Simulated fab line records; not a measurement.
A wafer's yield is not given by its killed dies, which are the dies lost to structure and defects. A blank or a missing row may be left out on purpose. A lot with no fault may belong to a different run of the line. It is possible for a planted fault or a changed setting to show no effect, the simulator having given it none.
fab line records / flow sky130
record lots=5 wafers=15 last_day=49
route steps=708 shown FIELD_ISO@3 PAD_OPEN@708
lots with no fault: from the same line, run without faults
start_h: hours from the record's opening day to when the first of the lot's shown wafers began / wait_h: hours since the lot's step before / " repeats the value in the row above / L1.1+2: a single row standing in for several wafers / - no value, or no start given / * or withheld: withheld / < > ~ a bound
route shown NAME@n: names a module that has steps shown in the file, with the first one's number in the route / usual: mean/standard deviation taken from wafers without a fault / same: alike in all rows / chamber/n: place in a boat / sites: the reading at each site / _std_site: the values' standard deviation / _edge_site: mean of outer sites minus mean of inner sites / radius_mm: how far each site lies from the wafer's centre / mask NAME#n: copy n / behind: tool/chamber where the wafer was last shaped / hold: cause of the lot's hold/its duration in hours/its outcome / device: names the non-switching transistor (n, p or np) / end of line: tests of these same wafers at the route's end / a step without rows: its recipe alone / killed: at the first sort, the dies lost to defects and structure; wafer yield is something else / map: per-die view of a wafer (x killed, . not killed, _ where there is no die)
set.NAME: the setting that was run; set.NAME@STEP: the one run at that earlier step / model.NAME: the simulator's own value behind a step, which no gauge read
lots seen at some steps along the route; tables by step, rows by wafer
services: from which hour (start_h, from the record's first day; less than 0 if before it) a tool's chamber was out of use, for how many hours, and why
## steps
# step SKY_FIELD_ISO_THK_MEAS_02
# recipe reads=SiO2_of_FIELD_ISO_OXIDATION_01
# usual FIELD_ISO_OXIDATION_00_THK=11.97/0.23
lot.wafer=L706.3 tool=film_metro-03 chamber=- start_h=29.75 wait_h=0.0 FIELD_ISO_OXIDATION_00_THK[nm]=11.60
lot.wafer=L706.4 tool=film_metro-03 chamber=- start_h=29.75 wait_h=0.0 FIELD_ISO_OXIDATION_00_THK[nm]=11.72
lot.wafer=L706.5 tool=film_metro-03 chamber=- start_h=29.75 wait_h=0.0 FIELD_ISO_OXIDATION_00_THK[nm]=11.83
lot.wafer=L707.1 tool=film_metro-01 chamber=- start_h=39.59 wait_h=0.0 FIELD_ISO_OXIDATION_00_THK[nm]=11.96
lot.wafer=L707.5 tool=film_metro-01 chamber=- start_h=39.59 wait_h=0.0 FIELD_ISO_OXIDATION_00_THK[nm]=11.93
lot.wafer=L707.6 tool=film_metro-01 chamber=- start_h=39.59 wait_h=0.0 FIELD_ISO_OXIDATION_00_THK[nm]=11.88
lot.wafer=L713.1 tool=film_metro-01 chamber=- start_h=62.01 wait_h=0.0 FIELD_ISO_OXIDATION_00_THK[nm]=11.73
lot.wafer=L713.2 tool=film_metro-01 chamber=- start_h=62.01 wait_h=0.0 FIELD_ISO_OXIDATION_00_THK[nm]=11.78
lot.wafer=L713.5 tool=film_metro-01 chamber=- start_h=62.01 wait_h=0.0 FIELD_ISO_OXIDATION_00_THK[nm]=11.84
lot.wafer=L718.1 tool=film_metro-01 chamber=- start_h=88.12 wait_h=0.0 FIELD_ISO_OXIDATION_00_THK[nm]=12.08
lot.wafer=L718.2 tool=film_metro-01 chamber=- start_h=88.12 wait_h=0.0 FIELD_ISO_OXIDATION_00_THK[nm]=12.21
lot.wafer=L718.5 tool=film_metro-01 chamber=- start_h=88.12 wait_h=0.0 FIELD_ISO_OXIDATION_00_THK[nm]=12.21
lot.wafer=L719.2 tool=film_metro-04 chamber=- start_h=92.50 wait_h=0.0 FIELD_ISO_OXIDATION_00_THK[nm]=12.10
lot.wafer=L719.4 tool=film_metro-04 chamber=- start_h=92.50 wait_h=0.0 FIELD_ISO_OXIDATION_00_THK[nm]=12.26
lot.wafer=L719.5 tool=film_metro-04 chamber=- start_h=92.50 wait_h=0.0 FIELD_ISO_OXIDATION_00_THK[nm]=11.95
# step SKY_FIELD_ISO_CVD_03
# recipe material=Si3N4 precursor=DCS/NH3 target_thk_nm=165 temp_c=770 time_s=2830 pressure_mtorr=250
# step SKY_FIELD_ISO_THK_MEAS_04
# recipe reads=Si3N4_of_FIELD_ISO_CVD_03
# usual FIELD_ISO_CVD_03_THK=164.9/1.3
lot.wafer=L706.3 tool=film_metro-03 chamber=- start_h=31.59 wait_h=0.0 FIELD_ISO_CVD_03_THK[nm]=168.3
lot.wafer=L706.4 tool=film_metro-03 chamber=- start_h=31.59 wait_h=0.0 FIELD_ISO_CVD_03_THK[nm]=166.9
lot.wafer=L706.5 tool=film_metro-03 chamber=- start_h=31.59 wait_h=0.0 FIELD_ISO_CVD_03_THK[nm]=166.2
lot.wafer=L707.1 tool=film_metro-04 chamber=- start_h=41.43 wait_h=0.0 FIELD_ISO_CVD_03_THK[nm]=164.1
lot.wafer=L707.5 tool=film_metro-04 chamber=- start_h=41.43 wait_h=0.0 FIELD_ISO_CVD_03_THK[nm]=164.0
lot.wafer=L707.6 tool=film_metro-04 chamber=- start_h=41.43 wait_h=0.0 FIELD_ISO_CVD_03_THK[nm]=163.9
lot.wafer=L713.1 tool=film_metro-03 chamber=- start_h=63.86 wait_h=0.0 FIELD_ISO_CVD_03_THK[nm]=164.1
lot.wafer=L713.2 tool=film_metro-03 chamber=- start_h=63.86 wait_h=0.0 FIELD_ISO_CVD_03_THK[nm]=164.8
lot.wafer=L713.5 tool=film_metro-03 chamber=- start_h=63.86 wait_h=0.0 FIELD_ISO_CVD_03_THK[nm]=164.1
lot.wafer=L718.1 tool=film_metro-03 chamber=- start_h=90.91 wait_h=0.0 FIELD_ISO_CVD_03_THK[nm]=166.5
lot.wafer=L718.2 tool=film_metro-03 chamber=- start_h=90.91 wait_h=0.0 FIELD_ISO_CVD_03_THK[nm]=165.4
lot.wafer=L718.5 tool=film_metro-03 chamber=- start_h=90.91 wait_h=0.0 FIELD_ISO_CVD_03_THK[nm]=165.7
lot.wafer=L719.2 tool=film_metro-01 chamber=- start_h=95.42 wait_h=0.0 FIELD_ISO_CVD_03_THK[nm]=167.2
lot.wafer=L719.4 tool=film_metro-01 chamber=- start_h=95.42 wait_h=0.0 FIELD_ISO_CVD_03_THK[nm]=166.2
lot.wafer=L719.5 tool=film_metro-01 chamber=- start_h=95.42 wait_h=0.0 FIELD_ISO_CVD_03_THK[nm]=165.9
# step SKY_FIELD_ISO_DEHYDRATE_05
# recipe temp_c=200 time_s=60
# step SKY_FIELD_ISO_HMDS_06
# recipe prime_time_s=60 prime_temp_c=120
# step SKY_FIELD_ISO_COAT_07
# recipe resist=BARC temp_c=withheld time_s=withheld spin_rpm=3000 resist_thk_nm=60
# step SKY_FIELD_ISO_COAT_08
# recipe resist=KrF-thick spin_rpm=3000 resist_thk_nm=450
# step SKY_FIELD_ISO_SOFTBAKE_09
# recipe temp_c=100 time_s=90 resist=KrF-thick
# step SKY_FIELD_ISO_EXPOSE_10
# recipe mask_id=FOM na=0.68 source_shape=annular sigma_inner=0.4 sigma_outer=0.8 target_cd_nm=150 dose_mj=28
# step SKY_FIELD_ISO_PEB_11
# recipe peb_temp_c=withheld peb_time_s=withheld resist=KrF-thick
# step SKY_FIELD_ISO_DEVELOP_12
# recipe develop_time_s=60 resist=KrF-thick dev_temp_c=21
# step SKY_FIELD_ISO_CD_MEAS_13
# recipe target_cd_nm=150
# usual cd_nm=149.9/1.3
lot.wafer=L706.3 tool=cd_sem-01 chamber=- start_h=45.82 wait_h=- cd_nm=148.9
lot.wafer=L706.4 tool=cd_sem-01 chamber=- start_h=45.82 wait_h=- cd_nm=148.2
lot.wafer=L706.5 tool=cd_sem-01 chamber=- start_h=45.82 wait_h=- cd_nm=149.8
lot.wafer=L707.1 tool=cd_sem-02 chamber=- start_h=56.59 wait_h=- cd_nm=149.6
lot.wafer=L707.5 tool=cd_sem-02 chamber=- start_h=56.59 wait_h=- cd_nm=149.7
lot.wafer=L707.6 tool=cd_sem-02 chamber=- start_h=56.59 wait_h=- cd_nm=149.6
lot.wafer=L713.1 tool=cd_sem-02 chamber=- start_h=80.56 wait_h=- cd_nm=149.7
lot.wafer=L713.2 tool=cd_sem-02 chamber=- start_h=80.56 wait_h=- cd_nm=149.7
lot.wafer=L713.5 tool=cd_sem-02 chamber=- start_h=80.56 wait_h=- cd_nm=148.5
lot.wafer=L718.1 tool=cd_sem-02 chamber=- start_h=108.01 wait_h=- cd_nm=151.9
lot.wafer=L718.2 tool=cd_sem-02 chamber=- start_h=108.01 wait_h=- cd_nm=150.0
lot.wafer=L718.5 tool=cd_sem-02 chamber=- start_h=108.01 wait_h=- cd_nm=149.7
lot.wafer=L719.2 tool=cd_sem-02 chamber=- start_h=113.96 wait_h=- cd_nm=150.6
lot.wafer=L719.4 tool=cd_sem-02 chamber=- start_h=113.96 wait_h=- cd_nm=147.6
lot.wafer=L719.5 tool=cd_sem-02 chamber=- start_h=113.96 wait_h=- cd_nm=149.0
# step SKY_FIELD_ISO_ETCH_14
# recipe chemistry=N2/H2 target=BARC ion_energy_ev=200 source_w=500 bias_w=100 pressure_mtorr=30 n2_flow_sccm=100 h2_flow_sccm=200 stop_on=SiO2 time_s=45.9 target_depth_a=600
# usual bias_w=100.0/0.34 drypump_motor_current_A=5.6/0.39 n2_flow_sccm=100.01/0.3 oes_product_au=0.854/0.0049 throttle_valve_pct=13.224/0.0087
lot.wafer=L706.3 tool=rie_diel-02 chamber=0 start_h=45.90 wait_h=0.1 bias_w=99.9 drypump_motor_current_A=6.6 n2_flow_sccm=100.04 oes_product_au=0.859 rf_hours_counter_h=8 throttle_valve_pct=13.213 model.KrF-thick_of_FIELD_ISO_COAT_08.thk_nm=392
lot.wafer=L706.4 tool=rie_diel-02 chamber=2 start_h=45.90 wait_h=0.1 bias_w=99.4 drypump_motor_current_A=5.5 n2_flow_sccm=99.73 oes_product_au=0.847 rf_hours_counter_h=3 throttle_valve_pct=13.222 model.KrF-thick_of_FIELD_ISO_COAT_08.thk_nm=391.2
lot.wafer=L706.5 tool=rie_diel-02 chamber=2 start_h=45.90 wait_h=0.1 bias_w=99.2 drypump_motor_current_A=5.5 n2_flow_sccm=100.15 oes_product_au=0.858 rf_hours_counter_h=- throttle_valve_pct=13.211 model.KrF-thick_of_FIELD_ISO_COAT_08.thk_nm=389.9
lot.wafer=L707.1 tool=rie_diel-01 chamber=0 start_h=56.71 wait_h=0.1 bias_w=99.6 drypump_motor_current_A=6.2 n2_flow_sccm=99.60 oes_product_au=0.859 rf_hours_counter_h=107 throttle_valve_pct=13.237 model.KrF-thick_of_FIELD_ISO_COAT_08.thk_nm=391
lot.wafer=L707.5 tool=rie_diel-01 chamber=1 start_h=56.71 wait_h=0.1 bias_w=99.7 drypump_motor_current_A=5.8 n2_flow_sccm=99.97 oes_product_au=0.853 rf_hours_counter_h=- throttle_valve_pct=13.206 model.KrF-thick_of_FIELD_ISO_COAT_08.thk_nm=391.7
lot.wafer=L707.6 tool=rie_diel-01 chamber=3 start_h=56.71 wait_h=0.1 bias_w=100.5 drypump_motor_current_A=5.8 n2_flow_sccm=99.63 oes_product_au=0.858 rf_hours_counter_h=- throttle_valve_pct=13.229 model.KrF-thick_of_FIELD_ISO_COAT_08.thk_nm=390.9
lot.wafer=L713.1 tool=rie_diel-01 chamber=0 start_h=80.68 wait_h=0.1 bias_w=100.1 drypump_motor_current_A=6.2 n2_flow_sccm=100.25 oes_product_au=0.845 rf_hours_counter_h=107 throttle_valve_pct=13.221 model.KrF-thick_of_FIELD_ISO_COAT_08.thk_nm=392.8
lot.wafer=L713.2 tool=rie_diel-01 chamber=3 start_h=80.68 wait_h=0.1 bias_w=99.6 drypump_motor_current_A=5.8 n2_flow_sccm=100.52 oes_product_au=0.856 rf_hours_counter_h=53 throttle_valve_pct=13.210 model.KrF-thick_of_FIELD_ISO_COAT_08.thk_nm=394.3
lot.wafer=L713.5 tool=rie_diel-01 chamber=0 start_h=80.68 wait_h=0.1 bias_w=100.4 drypump_motor_current_A=6.2 n2_flow_sccm=100.04 oes_product_au=0.852 rf_hours_counter_h=- throttle_valve_pct=13.237 model.KrF-thick_of_FIELD_ISO_COAT_08.thk_nm=393.5
lot.wafer=L718.1 tool=rie_diel-01 chamber=2 start_h=108.13 wait_h=0.1 bias_w=68.9 drypump_motor_current_A=5.8 n2_flow_sccm=100.22 oes_product_au=0.854 rf_hours_counter_h=65 throttle_valve_pct=13.234 model.KrF-thick_of_FIELD_ISO_COAT_08.thk_nm=399.1
lot.wafer=L718.2 tool=rie_diel-01 chamber=3 start_h=108.13 wait_h=0.1 bias_w=100.3 drypump_motor_current_A=5.8 n2_flow_sccm=100.62 oes_product_au=0.850 rf_hours_counter_h=54 throttle_valve_pct=13.220 model.KrF-thick_of_FIELD_ISO_COAT_08.thk_nm=391.1
lot.wafer=L718.5 tool=rie_diel-01 chamber=2 start_h=108.13 wait_h=0.1 bias_w=68.9 drypump_motor_current_A=5.9 n2_flow_sccm=99.80 oes_product_au=0.849 rf_hours_counter_h=- throttle_valve_pct=13.221 model.KrF-thick_of_FIELD_ISO_COAT_08.thk_nm=397.5
lot.wafer=L719.2 tool=rie_diel-02 chamber=1 start_h=114.06 wait_h=0.1 bias_w=100.3 drypump_motor_current_A=5.3 n2_flow_sccm=100.01 oes_product_au=0.856 rf_hours_counter_h=95 throttle_valve_pct=13.221 model.KrF-thick_of_FIELD_ISO_COAT_08.thk_nm=389.9
lot.wafer=L719.4 tool=rie_diel-02 chamber=2 start_h=114.06 wait_h=0.1 bias_w=100.2 drypump_motor_current_A=5.5 n2_flow_sccm=99.58 oes_product_au=0.850 rf_hours_counter_h=3 throttle_valve_pct=13.213 model.KrF-thick_of_FIELD_ISO_COAT_08.thk_nm=391.5
lot.wafer=L719.5 tool=rie_diel-02 chamber=3 start_h=114.06 wait_h=0.1 bias_w=99.7 drypump_motor_current_A=5.2 n2_flow_sccm=100.24 oes_product_au=0.859 rf_hours_counter_h=- throttle_valve_pct=13.228 model.KrF-thick_of_FIELD_ISO_COAT_08.thk_nm=391.4
# step SKY_FIELD_ISO_ETCH_15
# recipe chemistry=CHF3/O2 target_depth_nm=180 stop_on=Si source_w=600 bias_w=200 pressure_mtorr=40 chf3_flow_sccm=50 O2_flow_sccm=5 time_s=72
# usual O2_flow_sccm=5.000/0.015 bias_w=199.9/0.6 drypump_motor_current_A=5.6/0.39 oes_product_au=0.945/0.0067 throttle_valve_pct=8.844/0.0089
lot.wafer=L706.3 tool=rie_diel-02 chamber=0 start_h=45.94 wait_h=0.0 O2_flow_sccm=4.992 bias_w=200.2 drypump_motor_current_A=6.5 oes_product_au=0.952 rf_hours_counter_h=8 throttle_valve_pct=8.834
lot.wafer=L706.4 tool=rie_diel-02 chamber=2 start_h=45.94 wait_h=0.0 O2_flow_sccm=4.996 bias_w=199.6 drypump_motor_current_A=5.5 oes_product_au=0.959 rf_hours_counter_h=3 throttle_valve_pct=8.852
lot.wafer=L706.5 tool=rie_diel-02 chamber=2 start_h=45.94 wait_h=0.0 O2_flow_sccm=4.982 bias_w=199.2 drypump_motor_current_A=5.5 oes_product_au=0.939 rf_hours_counter_h=- throttle_valve_pct=8.838
lot.wafer=L707.1 tool=rie_diel-01 chamber=0 start_h=56.75 wait_h=0.0 O2_flow_sccm=5.016 bias_w=200.0 drypump_motor_current_A=6.2 oes_product_au=0.937 rf_hours_counter_h=107 throttle_valve_pct=8.835
lot.wafer=L707.5 tool=rie_diel-01 chamber=1 start_h=56.75 wait_h=0.0 O2_flow_sccm=5.003 bias_w=200.2 drypump_motor_current_A=5.8 oes_product_au=0.937 rf_hours_counter_h=- throttle_valve_pct=8.848
lot.wafer=L707.6 tool=rie_diel-01 chamber=3 start_h=56.75 wait_h=0.0 O2_flow_sccm=5.018 bias_w=199.4 drypump_motor_current_A=5.8 oes_product_au=0.941 rf_hours_counter_h=- throttle_valve_pct=8.835
lot.wafer=L713.1 tool=rie_diel-01 chamber=0 start_h=80.72 wait_h=0.0 O2_flow_sccm=5.013 bias_w=199.5 drypump_motor_current_A=6.2 oes_product_au=0.943 rf_hours_counter_h=107 throttle_valve_pct=8.836
lot.wafer=L713.2 tool=rie_diel-01 chamber=3 start_h=80.72 wait_h=0.0 O2_flow_sccm=5.001 bias_w=198.1 drypump_motor_current_A=5.8 oes_product_au=0.945 rf_hours_counter_h=53 throttle_valve_pct=8.841
lot.wafer=L713.5 tool=rie_diel-01 chamber=0 start_h=80.72 wait_h=0.0 O2_flow_sccm=4.998 bias_w=199.4 drypump_motor_current_A=6.2 oes_product_au=0.949 rf_hours_counter_h=- throttle_valve_pct=8.848
lot.wafer=L718.1 tool=rie_diel-01 chamber=2 start_h=108.17 wait_h=0.0 O2_flow_sccm=5.007 bias_w=200.5 drypump_motor_current_A=5.8 oes_product_au=0.949 rf_hours_counter_h=65 throttle_valve_pct=8.858
lot.wafer=L718.2 tool=rie_diel-01 chamber=3 start_h=108.17 wait_h=0.0 O2_flow_sccm=5.018 bias_w=199.7 drypump_motor_current_A=5.8 oes_product_au=0.937 rf_hours_counter_h=54 throttle_valve_pct=8.852
lot.wafer=L718.5 tool=rie_diel-01 chamber=2 start_h=108.17 wait_h=0.0 O2_flow_sccm=5.009 bias_w=200.0 drypump_motor_current_A=5.8 oes_product_au=0.948 rf_hours_counter_h=- throttle_valve_pct=8.846
lot.wafer=L719.2 tool=rie_diel-02 chamber=1 start_h=114.10 wait_h=0.0 O2_flow_sccm=5.006 bias_w=200.1 drypump_motor_current_A=5.2 oes_product_au=0.952 rf_hours_counter_h=95 throttle_valve_pct=8.847
lot.wafer=L719.4 tool=rie_diel-02 chamber=2 start_h=114.10 wait_h=0.0 O2_flow_sccm=4.979 bias_w=198.7 drypump_motor_current_A=5.5 oes_product_au=0.945 rf_hours_counter_h=3 throttle_valve_pct=8.850
lot.wafer=L719.5 tool=rie_diel-02 chamber=3 start_h=114.10 wait_h=0.0 O2_flow_sccm=5.017 bias_w=200.2 drypump_motor_current_A=5.2 oes_product_au=0.941 rf_hours_counter_h=- throttle_valve_pct=8.852
# step SKY_PAD_OPEN_PROBE_99
# usual killed_at_M0_to_M3=43/7 killed_at_M4_up=3.1/1.9 killed_at_contacts=25/6.1 killed_at_front_end=15/4.5 killed_at_other=0.3/0.55 killed_dies=87/8.9 killed_open=47/6.4 killed_short=40/6.6
# same gross_dies=492 killed_at_back_side=0
lot.wafer=L713.1 tool=prober-02 chamber=- start_h=1141.47 wait_h=0.1 killed_at_M0_to_M3=36 killed_at_M4_up=3 killed_at_contacts=29 killed_at_front_end=11 killed_at_other=0 killed_dies=79 killed_open=51 killed_short=27
lot.wafer=L713.2 tool=prober-02 chamber=- start_h=1141.52 wait_h=0.1 killed_at_M0_to_M3=27 killed_at_M4_up=4 killed_at_contacts=33 killed_at_front_end=18 killed_at_other=0 killed_dies=82 killed_open=36 killed_short=46
lot.wafer=L713.5 tool=prober-02 chamber=- start_h=1141.67 wait_h=0.2 killed_at_M0_to_M3=44 killed_at_M4_up=3 killed_at_contacts=29 killed_at_front_end=19 killed_at_other=1 killed_dies=96 killed_open=51 killed_short=43
lot.wafer=L718.1 tool=prober-01 chamber=- start_h=1165.04 wait_h=0.1 killed_at_M0_to_M3=54 killed_at_M4_up=2 killed_at_contacts=30 killed_at_front_end=16 killed_at_other=0 killed_dies=102 killed_open=54 killed_short=48
lot.wafer=L718.2 tool=prober-01 chamber=- start_h=1165.09 wait_h=0.1 killed_at_M0_to_M3=58 killed_at_M4_up=2 killed_at_contacts=33 killed_at_front_end=10 killed_at_other=0 killed_dies=103 killed_open=58 killed_short=44
lot.wafer=L718.5 tool=prober-01 chamber=- start_h=1165.24 wait_h=0.2 killed_at_M0_to_M3=38 killed_at_M4_up=4 killed_at_contacts=25 killed_at_front_end=15 killed_at_other=0 killed_dies=82 killed_open=46 killed_short=35
lot.wafer=L719.2 tool=prober-02 chamber=- start_h=1178.61 wait_h=0.1 killed_at_M0_to_M3=47 killed_at_M4_up=2 killed_at_contacts=14 killed_at_front_end=26 killed_at_other=0 killed_dies=89 killed_open=53 killed_short=36
lot.wafer=L719.4 tool=prober-02 chamber=- start_h=1178.71 wait_h=0.2 killed_at_M0_to_M3=34 killed_at_M4_up=6 killed_at_contacts=29 killed_at_front_end=17 killed_at_other=0 killed_dies=86 killed_open=46 killed_short=40
lot.wafer=L719.5 tool=prober-02 chamber=- start_h=1178.76 wait_h=0.2 killed_at_M0_to_M3=39 killed_at_M4_up=2 killed_at_contacts=37 killed_at_front_end=18 killed_at_other=0 killed_dies=96 killed_open=47 killed_short=49
# killed by level:class
L713.1 CONTACT:geometric_particle:open=14 VIA1:geometric_particle:open=12 LI_CONTACT:geometric_particle:open=8 VIA3:geometric_particle:open=5 METAL1:geometric_particle:short=4 VIA1:geometric_particle:short=4 VIA2:geometric_particle:open=4 FIELD_ISO:geometric_particle:open=3
L713.2 CONTACT:geometric_particle:open=13 CONTACT:geometric_particle:short=9 LI_CONTACT:geometric_particle:open=7 POLY_GATE:geometric_particle:short=6 METAL2:geometric_particle:short=6 VIA3:geometric_particle:open=6 FIELD_ISO:geometric_particle:short=5 METAL1:geometric_particle:short=4
L713.5 VIA1:geometric_particle:open=16 CONTACT:geometric_particle:open=11 FIELD_ISO:geometric_particle:short=7 CONTACT:geometric_particle:short=7 METAL3:geometric_particle:short=7 FIELD_ISO:geometric_particle:open=6 LI_CONTACT:geometric_particle:open=5 VIA3:geometric_particle:open=5
L718.1 LI_CONTACT:geometric_particle:open=10 VIA2:geometric_particle:open=10 CONTACT:geometric_particle:open=9 METAL1:geometric_particle:short=7 VIA1:geometric_particle:open=7 METAL3:geometric_particle:short=7 POLY_GATE:geometric_particle:short=6 VIA1:geometric_particle:short=6
L718.2 CONTACT:geometric_particle:open=14 VIA2:geometric_particle:open=13 LI_CONTACT:geometric_particle:open=9 VIA3:geometric_particle:open=8 VIA1:geometric_particle:open=8 METAL1:geometric_particle:short=7 FIELD_ISO:geometric_particle:short=4 LOCAL_INTERCONNECT:geometric_particle:short=4
L718.5 CONTACT:geometric_particle:open=11 VIA1:geometric_particle:short=8 VIA1:geometric_particle:open=8 METAL1:geometric_particle:short=7 LI_CONTACT:geometric_particle:open=5 LI_CONTACT:geometric_particle:short=4 FIELD_ISO:geometric_particle:open=3 METAL4:geometric_particle:short=3
L719.2 VIA1:geometric_particle:open=12 VIA2:geometric_particle:open=11 VIA1:geometric_particle:short=7 CONTACT:geometric_particle:open=6 FIELD_ISO:geometric_particle:open=6 POLY_GATE:geometric_particle:open=6 FIELD_ISO:geometric_particle:short=5 POLY_GATE:geometric_particle:short=5
L719.4 CONTACT:geometric_particle:open=13 VIA1:geometric_particle:open=9 FIELD_ISO:geometric_particle:open=6 CONTACT:geometric_particle:short=6 METAL4:geometric_particle:short=6 FIELD_ISO:geometric_particle:short=5 LI_CONTACT:geometric_particle:open=5 VIA2:geometric_particle:open=5
L719.5 CONTACT:geometric_particle:open=14 VIA2:geometric_particle:open=8 METAL2:geometric_particle:short=8 VIA1:geometric_particle:open=7 LI_CONTACT:geometric_particle:short=6 LI_CONTACT:geometric_particle:open=6 CONTACT:geometric_particle:short=6 FIELD_ISO:geometric_particle:short=5
## services
tool=rie_diel-01 chamber=2 start_h=52.23 hours=9.1 kind=repair
tool=rie_diel-02 chamber=- start_h=74.72 hours=14.6 kind=pm
tool=rie_diel-02 chamber=- start_h=95.29 hours=1.7 kind=repair
## key
first_sign step=SKY_FIELD_ISO_ETCH_14 reading=bias_w direction=down sigmas=91 usual=100.0 struck=68.9
effect none on later readings
model_effect step=SKY_FIELD_ISO_ETCH_14 value=KrF-thick_of_FIELD_ISO_COAT_08.thk_nm without=394.1 struck=398.3
met_at SKY_FIELD_ISO_ETCH_14
struck_wafers L718.1,L718.5
tester_left_out L718
fault kind=process_parameter_drift tool=rie_diel-01 chamber=2 onset_h=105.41 steps=SKY_FIELD_ISO_ETCH_14 channel=bias_w offset=-30.898 shape=step end_h=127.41 acts_in=these_recipes_only stated=100
# tester_left_out: of these lots the tester's yield and bins aren't shown, on N5 and GAA mostly nor the transistor test; their killed dies are dies lost to structure and defects alone, not to doping, threshold or leakage, so they don't give the yield
